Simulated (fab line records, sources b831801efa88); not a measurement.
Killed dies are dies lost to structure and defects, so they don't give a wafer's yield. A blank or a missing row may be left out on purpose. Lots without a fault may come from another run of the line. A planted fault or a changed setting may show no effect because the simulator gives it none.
fab line records | flow sky130
record lots=12 wafers=36 last_day=50
route steps=708 shown LOCAL_INTERCONNECT@402 METAL4@601 VIA4@651 METAL5@677 PAD_OPEN@708
lots that met no fault: from a run of the same line without faults
start_h: hours from the record's first day to the start of the lot's first wafer shown | wait_h: hours since the lot's step before | " the same as in the row above | L1.1+2: a row that stands for several wafers | - no value, or no start given | * or withheld: withheld | < > ~ a bound
route shown NAME@n: a module of which the file shows steps, and the number in the route of the first | usual: mean/standard deviation of fault-free wafers | same: alike in all rows | chamber/n: place in a boat | sites: the reading at each site | _std_site: their standard deviation | _edge_site: outer sites' mean less inner sites' | radius_mm: how far each site lies from the wafer's centre | mask NAME#n: copy n | behind: the tool/chamber that last shaped the wafer | hold: why the lot was held/for how many hours/how that ended | device: the transistor (n, p or np) that didn't switch | end of line: the same wafers' tests at the end of the route | a step without rows: its recipe alone | killed: dies lost to structure and defects at the first sort, not the wafer's yield | map: a wafer's dies, x killed, . not, _ none there
set.NAME: the setting as run; set.NAME@STEP: as run at that earlier step | model.NAME: the simulator's own value behind a step, which no gauge read
steps of the route over a sample of lots; a table a step, a row a wafer
services: from which hour (start_h, from the record's first day; less than 0 if before it) a tool's chamber was out of use, for how many hours, and why
## steps
# step SKY_LOCAL_INTERCONNECT_STRIP_15
# recipe chemistry=O2/N2 power_w=1400 pressure_mtorr=1500 platen_temp_c=withheld o2_flow_sccm=3000 n2_flow_sccm=300 overash_fraction=0.5
# usual drypump_motor_current_A=5.6/0.33 oes_product_au=0.427/0.0044 strip_time_to_endpoint_s=4.728/0.021
# columns lot.wafer tool chamber start_h wait_h drypump_motor_current_A oes_product_au rf_hours_counter_h strip_time_to_endpoint_s
L498.2 plasma_asher-03 1 706.96 0.0 5.6 0.434 59 4.725
L498.4 " 1 " " 5.6 0.421 - 4.732
L498.6 " 0 " " 5.5 0.425 - 4.704
L501.1 plasma_asher-01 1 727.06 0.0 5.9 0.433 30 4.716
L501.3 " 0 " " 5.0 0.430 - 4.730
L501.5 " 0 " " 5.0 0.422 - 4.729
L503.2 plasma_asher-01 1 742.51 0.0 5.9 0.431 32 4.753
L503.3 " 1 " " 5.8 0.425 - 4.737
L503.6 " 0 " " 5.1 0.429 - 4.745
L505.3 plasma_asher-03 0 763.53 0.1 5.5 0.427 - 4.727
L505.5 " 1 " " 5.6 0.421 - 4.734
L505.6 " 0 " " 5.5 0.425 - 4.721
L506.1 plasma_asher-01 0 770.36 0.0 5.0 0.424 34 4.711
L506.2 " 1 " " 5.9 0.425 34 4.746
L506.4 " 0 " " 5.1 0.419 - 4.735
L507.2 plasma_asher-02 1 780.81 0.0 5.7 0.425 4 4.720
L507.4 " 1 " " 5.7 0.425 - 4.743
L507.5 " 0 " " 6.1 0.431 - 4.703
L508.3 plasma_asher-01 1 785.70 0.1 5.9 0.420 - 4.736
L508.4 " 0 " " 5.0 0.433 - 4.739
L508.5 " 1 " " 5.9 0.429 - 4.749
L509.2 plasma_asher-01 1 797.25 0.0 5.9 0.433 37 4.732
L509.3 " 1 " " 5.9 0.427 - 4.708
L509.4 " 0 " " 5.0 0.430 - 4.735
L511.2 plasma_asher-01 1 808.31 0.0 5.9 0.421 38 4.749
L511.4 " 1 " " 5.9 0.426 - 4.726
L511.6 " 0 " " 5.0 0.424 - 4.753
L515.1 plasma_asher-01 0 839.01 0.0 5.0 0.420 41 4.689
L515.2 " 1 " " 5.9 0.423 41 4.689
L515.6 " 1 " " 5.9 0.426 - 4.680
L517.1 plasma_asher-01 0 857.15 0.0 5.0 0.436 43 4.741
L517.2 " 1 " " 5.9 0.436 43 4.732
L517.4 " 0 " " 5.0 0.425 - 4.761
L521.2 plasma_asher-03 0 884.26 0.0 5.5 0.429 77 4.704
L521.5 " 1 " " 5.6 0.431 - 4.750
L521.6 " 0 " " 5.5 0.431 - 4.702
# step SKY_METAL4_SPUTTER_03
# recipe material=Ti target_thk_nm=5 power_w=3000 time_s=3.3 chamber_pressure_pa=0.4
# usual throttle_valve_pct=30.3/0.67
# columns lot.wafer tool chamber start_h wait_h throttle_valve_pct
L498.2 pvd_sputter-03 - 931.80 0.0 30.8
L498.4 " - " " 31.4
L498.6 " - " " 31.5
L501.1 pvd_sputter-02 - 947.80 0.0 30.8
L501.3 " - " " 30.1
L501.5 " - " " 29.6
L503.2 pvd_sputter-04 - 961.59 0.0 29.1
L503.3 " - " " 30.8
L503.6 " - " " 29.0
L505.3 pvd_sputter-03 - 982.15 0.0 30.5
L505.5 " - " " 30.5
L505.6 " - " " 30.6
L506.1 pvd_sputter-04 - 987.73 0.0 29.2
L506.2 " - " " 30.5
L506.4 " - " " 30.6
L507.2 pvd_sputter-03 - 994.53 0.0 31.3
L507.4 " - " " 30.5
L507.5 " - " " 31.2
L508.3 pvd_sputter-02 - 1000.15 0.0 30.3
L508.4 " - " " 30.2
L508.5 " - " " 30.9
L509.2 pvd_sputter-04 - 1011.14 0.0 29.9
L509.3 " - " " 30.6
L509.4 " - " " 30.5
L511.2 pvd_sputter-04 - 1019.93 0.0 30.4
L511.4 " - " " 30.6
L511.6 " - " " 30.3
L515.1 pvd_sputter-02 - 1045.66 0.0 30.2
L515.2 " - " " 30.2
L515.6 " - " " 30.9
L517.1 pvd_sputter-03 - 1064.89 0.0 29.3
L517.2 " - " " 31.6
L517.4 " - " " 30.4
L521.2 pvd_sputter-02 - 1086.25 0.0 29.8
L521.5 " - " " 30.6
L521.6 " - " " 30.5
# step SKY_VIA4_ETCH_12
# recipe target=SiO2 chemistry=C4F8/O2/Ar stop_on=TiN mask_material=NOVOLAK source_w=1500 bias_w=1200 pressure_mtorr=40 c4f8_flow_sccm=withheld O2_flow_sccm=6 Ar_flow_sccm=300 time_s=withheld target_depth_a=5800
# usual oes_product_au=0.925/0.005
# columns lot.wafer tool chamber start_h wait_h oes_product_au
L498.2 rie_diel-04 3 1006.12 0.0 0.925
L498.4 " 3 " " 0.930
L498.6 " 1 " " 0.917
L501.1 rie_diel-02 1 1021.57 0.0 0.918
L501.3 " 3 " " 0.929
L501.5 " 2 " " 0.915
L503.2 rie_diel-01 2 1035.18 0.0 0.930
L503.3 " 1 " " 0.919
L503.6 " 1 " " 0.918
L505.3 rie_diel-04 2 1052.13 0.0 0.928
L505.5 " 2 " " 0.932
L505.6 " 3 " " 0.926
L506.1 rie_diel-04 0 1058.77 0.0 0.917
L506.2 " 2 " " 0.929
L506.4 " 3 " " 0.923
L507.2 rie_diel-04 2 1065.51 0.0 0.927
L507.4 " 3 " " 0.920
L507.5 " 1 " " 0.923
L508.3 rie_diel-01 3 1070.37 0.1 0.922
L508.4 " 1 " " 0.929
L508.5 " 3 " " 0.921
L509.2 rie_diel-02 0 1079.76 0.0 0.922
L509.3 " 1 " " 0.926
L509.4 " 0 " " 0.924
L511.2 rie_diel-01 3 1087.53 0.0 0.923
L511.4 " 1 " " 0.929
L511.6 " 0 " " 0.932
L515.1 rie_diel-02 1 1111.93 0.0 0.920
L515.2 " 3 " " 0.924
L515.6 " 0 " " 0.920
L517.1 rie_diel-04 3 1128.61 0.0 0.920
L517.2 " 0 " " 0.931
L517.4 " 2 " " 0.924
L521.2 rie_diel-04 2 1146.26 0.0 0.921
L521.5 " 3 " " 0.924
L521.6 " 0 " " 0.922
# step SKY_METAL5_STRIP_16
# recipe chemistry=O2/N2 power_w=1400 pressure_mtorr=1500 platen_temp_c=withheld o2_flow_sccm=3000 n2_flow_sccm=300 overash_fraction=0.5
# usual drypump_motor_current_A=5.7/0.3 oes_product_au=0.711/0.0046 strip_time_to_endpoint_s=13.06/0.11
# columns lot.wafer tool chamber start_h wait_h drypump_motor_current_A oes_product_au rf_hours_counter_h strip_time_to_endpoint_s
L498.2 plasma_asher-03 0 1030.30 0.2 5.5 0.708 91 13.15
L498.4 " 0 " " 5.5 0.712 - 13.09
L498.6 " 1 " " 5.6 0.704 - 13.16
L501.1 plasma_asher-01 1 1045.25 0.2 5.9 0.706 62 12.99
L501.3 " 0 " " 5.0 0.705 - 13.05
L501.5 " 0 " " 5.0 0.713 - 13.04
L503.2 plasma_asher-03 1 1059.25 0.2 5.6 0.707 94 12.94
L503.3 " 1 " " 5.6 0.710 - 12.90
L503.6 " 1 " " 5.6 0.706 - 13.01
L505.3 plasma_asher-03 1 1075.19 0.1 5.6 0.713 - 12.93
L505.5 " 1 " " 5.6 0.712 - 13.07
L505.6 " 0 " " 5.5 0.704 - 12.95
L506.1 plasma_asher-02 1 1081.31 0.2 5.7 0.715 35 13.11
L506.2 " 0 " " 6.1 0.709 35 13.21
L506.4 " 0 " " 6.1 0.719 - 13.05
L507.2 plasma_asher-03 0 1088.11 0.2 5.5 0.716 97 13.18
L507.4 " 1 " " 5.6 0.711 - 13.15
L507.5 " 0 " " 5.5 0.713 - 13.13
L508.3 plasma_asher-02 0 1093.47 0.3 6.1 0.704 - 12.94
L508.4 " 1 " " 5.7 0.710 - 12.97
L508.5 " 1 " " 5.7 0.719 - 12.92
L509.2 plasma_asher-03 1 1101.70 0.2 5.6 0.705 98 13.19
L509.3 " 1 " " 5.6 0.709 - 13.21
L509.4 " 0 " " 5.6 0.719 - 13.08
L511.2 plasma_asher-01 0 1109.66 0.2 5.0 0.714 68 13.18
L511.4 " 0 " " 5.0 0.714 - 13.02
L511.6 " 1 " " 5.9 0.713 - 13.04
L515.1 plasma_asher-01 0 1133.37 0.2 5.0 0.705 72 13.05
L515.2 " 1 " " 5.9 0.710 72 13.13
L515.6 " 1 " " 5.9 0.716 - 12.99
L517.1 plasma_asher-03 0 1148.36 0.2 5.5 0.708 100 13.19
L517.2 " 1 " " 5.6 0.707 100 13.25
L517.4 " 1 " " 5.6 0.713 - 13.19
L521.2 plasma_asher-02 1 1165.85 0.2 5.7 0.704 44 13.20
L521.5 " 1 " " 5.7 0.703 - 13.21
L521.6 " 0 " " 6.1 0.710 - 13.16
# step SKY_PAD_OPEN_PROBE_99
# usual killed_at_M0_to_M3=44/7.2 killed_at_M4_up=3.5/1.8 killed_at_contacts=25/5.1 killed_at_front_end=14/4.4 killed_at_other=0.4/0.58 killed_dies=87/9.1 killed_open=48/6.9 killed_short=38/6.3
# same gross_dies=492 killed_at_back_side=0
# columns lot.wafer tool chamber start_h wait_h killed_at_M0_to_M3 killed_at_M4_up killed_at_contacts killed_at_front_end killed_at_other killed_dies killed_open killed_short
L515.1 prober-02 - 1172.35 0.1 48 4 36 11 1 100 54 44
L515.2 prober-02 - 1172.40 0.1 47 0 85 19 0 151 52 38
L515.6 prober-02 - 1172.60 0.2 40 5 93 12 0 150 63 29
L517.1 prober-02 - 1185.86 0.1 41 3 25 19 1 89 42 46
L517.2 prober-02 - 1185.91 0.1 36 3 74 19 0 132 50 26
L517.4 prober-02 - 1186.01 0.2 26 3 20 15 3 67 31 33
# killed by level:class
L515.1 VIA1:geometric_particle:open=18 CONTACT:geometric_particle:open=11 LI_CONTACT:geometric_particle:open=9 METAL2:geometric_particle:short=7 CONTACT:geometric_particle:short=7 LI_CONTACT:geometric_particle:short=6 VIA1:geometric_particle:short=5 VIA3:geometric_particle:open=5
L515.2 LOCAL_INTERCONNECT:unspecified=61 CONTACT:geometric_particle:open=12 POLY_GATE:geometric_particle:open=8 VIA1:geometric_particle:open=8 LI_CONTACT:geometric_particle:open=6 METAL1:geometric_particle:short=6 VIA1:geometric_particle:short=6 POLY_GATE:geometric_particle:short=5
L515.6 LOCAL_INTERCONNECT:unspecified=57 LI_CONTACT:geometric_particle:open=15 CONTACT:geometric_particle:open=11 VIA2:geometric_particle:open=10 VIA1:geometric_particle:open=8 POLY_GATE:geometric_particle:open=6 LOCAL_INTERCONNECT:geometric_particle:short=5 VIA3:geometric_particle:open=5
L517.1 CONTACT:geometric_particle:open=10 VIA1:geometric_particle:short=10 FIELD_ISO:geometric_particle:open=7 LOCAL_INTERCONNECT:geometric_particle:short=6 VIA1:geometric_particle:open=6 VIA3:geometric_particle:open=6 FIELD_ISO:geometric_particle:short=4 CONTACT:geometric_particle:short=4
L517.2 LOCAL_INTERCONNECT:unspecified=56 VIA1:geometric_particle:open=10 LI_CONTACT:geometric_particle:open=7 VIA2:geometric_particle:open=7 FIELD_ISO:geometric_particle:open=5 METAL1:geometric_particle:short=5 CONTACT:geometric_particle:open=4 VIA3:geometric_particle:open=4
L517.4 CONTACT:geometric_particle:open=6 VIA2:geometric_particle:open=5 FIELD_ISO:geometric_particle:short=4 FIELD_ISO:geometric_particle:open=4 LI_CONTACT:geometric_particle:open=4 LI_CONTACT:geometric_particle:short=4 POLY_GATE:geometric_particle:short=3 LOCAL_INTERCONNECT:geometric_particle:short=3
## services
# columns tool chamber start_h hours kind
pvd_sputter-03 - 728.69 11.5 repair
plasma_asher-02 - 733.75 9.0 pm
pvd_sputter-03 - 763.04 5.3 repair
pvd_sputter-04 - 791.24 1.4 repair
rie_diel-04 2 803.17 4.4 repair
pvd_sputter-02 - 815.19 4.5 repair
rie_diel-04 3 831.10 4.7 repair
pvd_sputter-02 - 856.05 1.2 repair
plasma_asher-01 - 858.16 7.7 repair
pvd_sputter-02 - 872.16 27.3 repair
pvd_sputter-03 - 884.25 2.4 repair
plasma_asher-03 - 919.48 2.4 repair
plasma_asher-03 - 948.72 15.6 pm
rie_diel-04 3 960.73 11.2 repair
plasma_asher-03 - 968.03 0.8 repair
pvd_sputter-02 - 991.31 4.6 repair
rie_diel-04 2 998.71 12.8 repair
pvd_sputter-04 - 1011.24 4.4 repair
rie_diel-04 - 1011.29 0.9 repair
pvd_sputter-04 - 1016.66 0.5 repair
rie_diel-04 0 1074.72 2.0 repair
rie_diel-04 2 1094.67 14.6 repair
plasma_asher-03 - 1104.98 28.1 pm
rie_diel-04 1 1165.02 14.6 repair
## key
first_sign step=SKY_PAD_OPEN_PROBE_99 reading=killed_at_contacts direction=up sigmas=12 usual=25 struck=84
effect step=SKY_PAD_OPEN_PROBE_99 reading=killed_dies direction=up sigmas=6.3 usual=87 struck=144
met_at SKY_LOCAL_INTERCONNECT_STRIP_15
struck_lots L515,L517
struck_wafers L515.2,L515.6,L517.2
tester_left_out L515,L517
not_acting_at SKY_METAL4_SPUTTER_03,SKY_VIA4_ETCH_12,SKY_METAL5_STRIP_16
onset_between 808.31 839.01
fault kind=chamber_particle_source tool=plasma_asher-01 chamber=1 onset_h=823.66 steps=SKY_LOCAL_INTERCONNECT_STRIP_15 rate_per_visit_cm2=1.01 end_h=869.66
# tester_left_out: of these lots the tester's yield and bins aren't shown, on N5 and GAA mostly nor the transistor test; their killed dies are dies lost to structure and defects alone, not to doping, threshold or leakage, so they don't give the yield
